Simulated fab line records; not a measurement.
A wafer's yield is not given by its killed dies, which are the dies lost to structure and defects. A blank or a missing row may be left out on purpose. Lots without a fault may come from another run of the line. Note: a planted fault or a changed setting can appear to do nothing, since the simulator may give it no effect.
What tool caused it? + flow gf180mcu + 39 wafers from 13 lots sampled at 4 of the route's 602 steps

WHAT THE GAUGES SHOWED, per wafer
GF_TOP_METAL_RS_MEAS_05: uses a four-point probe to measure. Usual: for TOP_METAL_ALCU_RS the level is 0.0328 ohm/sq and the standard deviation is 0.00031.
| lot  | measured     | on           | TOP_METAL_ALCU_RS (ohm/sq) | flag |
|------|--------------|--------------|----------------------------|------|
| L471 | day 27 04:31 | filmMetro-03 | 0.0330 0.0329 0.0327       |      |
| L472 | day 27 14:28 | filmMetro-04 | 0.0328 0.0331 0.0327       |      |
| L473 | day 28 01:02 | filmMetro-04 | 0.0336 0.0329 0.0325       |      |
| L474 | day 28 04:50 | filmMetro-02 | 0.0328 0.0327 0.0325       |      |
| L475 | day 28 17:07 | filmMetro-02 | 0.0324 0.0327 0.0325       |      |
| L477 | day 29 04:45 | filmMetro-02 | 0.0325 0.0327 0.0324       |      |
| L479 | day 30 01:09 | filmMetro-04 | 0.0327 0.0326 0.0327       |      |
| L480 | day 30 05:23 | filmMetro-03 | 0.0329 0.0332 0.0327       |      |
| L483 | day 31 01:22 | filmMetro-02 | 0.0331 0.0325 0.0326       |      |
| L487 | day 31 23:01 | filmMetro-02 | 0.0328 0.0329 0.0326       |      |
| L489 | day 32 13:56 | filmMetro-03 | 0.0325 0.0332 0.0329       |      |
| L492 | day 33 05:07 | filmMetro-04 | 0.0327 0.0332 0.0332       |      |
| L493 | day 33 10:36 | filmMetro-04 | 0.0324 0.0324 0.0319       |      |

GF_TOP_METAL_CD_MEAS_14: target cd 440 nm. Usual: cdNm reads 438.7 nm (standard deviation 2.1).
| lot  | measured     | on       | cdNm (nm)         | flag |
|------|--------------|----------|-------------------|------|
| L471 | day 28 00:47 | cdSem-02 | 439.8 441.4 442.4 |      |
| L472 | day 28 09:55 | cdSem-02 | 438.6 441.3 440.7 |      |
| L473 | day 28 20:25 | cdSem-01 | 440.8 438.6 440.0 |      |
| L474 | day 28 23:53 | cdSem-01 | 440.7 437.4 438.3 |      |
| L475 | day 29 12:22 | cdSem-02 | 436.3 438.0 436.7 |      |
| L477 | day 29 23:37 | cdSem-02 | 433.6 434.9 434.7 |      |
| L479 | day 30 19:22 | cdSem-01 | 438.1 437.9 437.7 |      |
| L480 | day 30 23:22 | cdSem-01 | 438.5 439.3 440.2 |      |
| L483 | day 31 19:19 | cdSem-01 | 440.5 438.4 438.4 |      |
| L487 | day 32 15:27 | cdSem-02 | 439.5 441.5 443.6 |      |
| L489 | day 33 05:27 | cdSem-01 | 437.5 436.3 435.9 |      |
| L492 | day 33 20:48 | cdSem-01 | 438.7 436.6 440.1 |      |
| L493 | day 34 01:29 | cdSem-02 | 442.0 441.0 438.4 |      |

TOOL THAT RAN EACH LOT (tool first, then ch and the chambers of the sampled wafers, then the start)
| lot  | GF_V2_CMP_04                  | GF_V5_CMP_26                  |
|------|-------------------------------|-------------------------------|
| L471 | cmp-01 ch 1,2,3, day 19 03:59 | cmp-02 ch 0,1,2, day 27 04:02 |
| L472 | cmp-01 ch 0,1,2, day 19 15:53 | cmp-01 ch 0,2,3, day 27 13:56 |
| L473 | cmp-01 ch 1,2,3, day 20 04:39 | cmp-02 ch 0,2,3, day 28 00:31 |
| L474 | cmp-01 ch 1,2, day 20 08:29   | cmp-01 ch 0,1,3, day 28 04:17 |
| L475 | cmp-01 ch 1,3, day 20 22:20   | cmp-02 ch 2,3, day 28 16:36   |
| L477 | cmp-01 ch 1,2,3, day 21 13:01 | cmp-02 ch 0,1,3, day 29 04:17 |
| L479 | cmp-02 ch 1,2,3, day 22 15:46 | cmp-01 ch 0,1,3, day 30 00:41 |
| L480 | cmp-01 ch 0,1,3, day 22 21:15 | cmp-02 ch 0,2,3, day 30 04:58 |
| L483 | cmp-01 ch 1,2,3, day 23 22:10 | cmp-01 ch 1,2,3, day 31 00:50 |
| L487 | cmp-02 ch 0,2,3, day 25 00:52 | cmp-01 ch 0,1,3, day 31 22:29 |
| L489 | cmp-02 ch 0,1,2, day 25 15:48 | cmp-01 ch 1,2,3, day 32 13:29 |
| L492 | cmp-02 ch 0,2, day 26 13:32   | cmp-02 ch 2,3, day 33 04:35   |
| L493 | cmp-01 ch 0,1,2, day 26 20:24 | cmp-01 ch 0,1,2, day 33 10:07 |
- GF_V2_CMP_04: polishes SiO2.
- GF_V5_CMP_26: polishes, stops on SiO2, t overpolish 15 s, target thk 0 nm.

AS READ BY THE TOOLS THEMSELVES (means over the sampled wafers that have a number; for cases with no such wafer, the mark the record gives instead)
GF_V2_CMP_04. Usual: motorCurrentA 12.2 A, standard deviation 0.93; timeToEndpointS 79 s, standard deviation 5.6.
| lot  | tool   | motorCurrentA (A) | timeToEndpointS (s) | flag |
|------|--------|-------------------|---------------------|------|
| L471 | cmp-01 | 13.1              | 74                  |      |
| L472 | cmp-01 | 13.0              | 75                  |      |
| L473 | cmp-01 | 13.2              | 77                  |      |
| L474 | cmp-01 | 12.9              | 81                  |      |
| L475 | cmp-01 | 13.5              | 76                  |      |
| L477 | cmp-01 | 12.4              | 75                  |      |
| L479 | cmp-02 | 11.5              | 78                  |      |
| L480 | cmp-01 | 13.1              | 83                  |      |
| L483 | cmp-01 | 12.9              | 83                  |      |
| L487 | cmp-02 | 11.1              | 83                  |      |
| L489 | cmp-02 | 11.3              | 73                  |      |
| L492 | cmp-02 | 11.3              | 71                  |      |
| L493 | cmp-01 | 13.4              | 82                  |      |

GF_V5_CMP_26. Usual: motorCurrentA 11.2 A, standard deviation 0.85; overpolishRunS 15.000 s, standard deviation 0.0095; timeToEndpointS 84.0 s, standard deviation 2.8.
| lot  | tool   | motorCurrentA (A) | overpolishRunS (s) | timeToEndpointS (s) | flag |
|------|--------|-------------------|--------------------|---------------------|------|
| L471 | cmp-02 | 10.7              | 15.002             | 82.4                |      |
| L472 | cmp-01 | 11.4              | 14.999             | 85.1                |      |
| L473 | cmp-02 | 10.3              | 15.002             | 83.3                |      |
| L474 | cmp-01 | 12.5              | 15.004             | 83.3                |      |
| L475 | cmp-02 | 10.2              | 14.998             | 83.2                |      |
| L477 | cmp-02 | 10.3              | 14.999             | 81.7                |      |
| L479 | cmp-01 | 12.4              | 15.004             | 80.6                |      |
| L480 | cmp-02 | 10.3              | 15.005             | 83.5                |      |
| L483 | cmp-01 | 12.2              | 14.998             | 79.7                |      |
| L487 | cmp-01 | 12.0              | 14.998             | 81.6                |      |
| L489 | cmp-01 | 12.1              | 14.999             | 82.4                |      |
| L492 | cmp-02 | 10.1              | 14.996             | 86.2                |      |
| L493 | cmp-01 | 11.6              | 14.999             | 79.9                |      |

THE ANSWER, worked out from the rows above alone
Rule: a lot is off if the mean of its wafers that have a number lies more than 3 standard deviations from the usual mean. A lot without any number at a reading at which 4 lots or more have one is off too. The other lots that the step has rows for count as sound. After the gauges, taken in route order, come the tools' own readings; for these a lot's mean is taken, as printed above. At the first step where some lot is off, the reading lying furthest off is the one used; lots without a number count as furthest.
No lot is off at any reading shown: from this, nothing can be told.

WHAT THE SIMULATOR PUT IN
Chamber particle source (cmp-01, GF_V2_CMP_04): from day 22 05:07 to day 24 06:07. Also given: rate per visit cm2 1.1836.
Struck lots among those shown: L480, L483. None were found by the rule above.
